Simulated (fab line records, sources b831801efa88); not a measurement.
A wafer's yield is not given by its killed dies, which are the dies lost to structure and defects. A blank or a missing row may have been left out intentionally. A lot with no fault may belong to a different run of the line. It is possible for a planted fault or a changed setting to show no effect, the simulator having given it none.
Which of the tools did it? | flow sky130 | 12 lots, 36 wafers sampled, at 1 step of a route of 708

## WHAT THE GAUGES SHOWED, per wafer
SKY_NWELL_RS_MEAS_29: measurement is done with a four-point probe. Usual: NWELL_RS gives 617.3 ohm/sq (standard deviation 1.4).
lot  | measured     | on            | NWELL_RS (ohm/sq) | flag
L705 | day 5 08:25  | film-metro-04 | 617.8 617.5 616.8 |
L706 | day 5 15:37  | film-metro-01 | 618.9 617.6 617.5 |
L707 | day 5 23:10  | film-metro-01 | 618.4 617.7 618.5 |
L708 | day 6 03:28  | film-metro-03 | 621.1 618.7 619.7 |
L711 | day 6 17:34  | film-metro-03 | 615.9 615.7 616.0 |
L714 | day 7 12:42  | film-metro-01 | 617.9 617.4 616.7 |
L715 | day 7 15:14  | film-metro-01 | 614.9 615.4 615.8 |
L716 | day 8 02:32  | film-metro-03 | 619.5 618.8 618.4 |
L724 | day 10 05:23 | film-metro-04 | 615.9 616.5 616.2 |
L725 | day 10 07:57 | film-metro-04 | 615.8 617.7 617.4 |
L726 | day 11 06:53 | film-metro-01 | 615.9 616.8 614.3 |
L728 | day 11 09:26 | film-metro-01 | 618.7 619.9 618.0 |

## TOOL THAT RAN EACH LOT (tool first, then ch and the chambers of the sampled wafers, then the start)
No process step before these readings appears in the record.

## WHAT THE TOOLS THEMSELVES READ (means of the sampled wafers that have a number; where no wafer has one, the mark that the record gives instead)
The record holds no such reading with a usual standard deviation.

## THE ANSWER, worked out from the rows above alone
Rule: a lot counts as off when the mean over its wafers that have a number is more than 3 standard deviations away from the usual mean. A lot without any number at a reading at which 4 lots or more have one is off too. All remaining lots with rows at the step are treated as sound. After the gauges, taken in route order, come the tools' own readings; for these a lot's mean is taken, as printed above. The first step at which some lot is off is used, and at that step the reading that is off furthest; a lot without a number counts as furthest.
No lot is off at any reading shown: from this, nothing can be told.

## WHAT WAS PUT IN BY THE SIMULATOR
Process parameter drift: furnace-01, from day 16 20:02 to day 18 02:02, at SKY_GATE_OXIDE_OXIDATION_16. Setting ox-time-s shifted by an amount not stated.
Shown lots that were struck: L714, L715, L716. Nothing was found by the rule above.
